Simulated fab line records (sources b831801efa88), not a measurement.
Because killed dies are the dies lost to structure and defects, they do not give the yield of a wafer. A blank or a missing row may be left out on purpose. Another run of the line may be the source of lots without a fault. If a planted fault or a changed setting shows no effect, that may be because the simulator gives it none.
Matching of chambers | flow gf180mcu | cmp-02 running GF_V4_CMP_26: 4 sister chambers
The step polishes, stops on SiO2, t overpolish 15 s, target thk 0 nm. 4 wafers are shown with their chamber, then 9 later ones without.

WAFERS, EACH WITH ITS CHAMBER
wafer  | chamber | motor_current_A (A)
L949.2 | 3       | 9.9
L961.5 | 1       | 10.2
L962.2 | 2       | 9.2
L962.5 | 0       | 11.0

WAFERS WHOSE CHAMBER IS MISSING
wafer  | motor_current_A (A)
L965.1 | 10.4
L965.3 | 11.2
L965.4 | 8.7
L967.4 | 10.6
L967.5 | 10.5
L967.6 | 10.6
L970.2 | 9.0
L970.5 | 8.8
L970.6 | 10.0

CHAMBER TAKEN BY EACH
wafer  | from the rows above          | in truth
L965.1 | can't be placed: 1 or 3 or 0 | 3
L965.3 | 0                            | 0
L965.4 | 2                            | 2
L967.4 | can't be placed: 0 or 1 or 3 | 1
L967.5 | can't be placed: 1 or 0 or 3 | 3
L967.6 | can't be placed: 0 or 1 or 3 | 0
L970.2 | 2                            | 2
L970.5 | 2                            | 2
L970.6 | can't be placed: 3 or 1      | 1
Placed correctly: 4 of 9. Can't be placed from these rows: 5 (the true chamber is among the candidates in 5). Number placed wrongly: 0.
How it was worked out, from the rows above alone: a wafer's distance from a chamber is the root of the sum, over the readings, of the square of ((its reading less the chamber's mean) divided by the reading's scatter). The wafer belongs to the nearest chamber; if the next one is less than 2 further off, it can't be placed. A chamber's mean is the mean of its shown wafers. The scatter: root of mean squared gap, hidden wafer to nearest shown wafer, with one shown wafer a chamber.
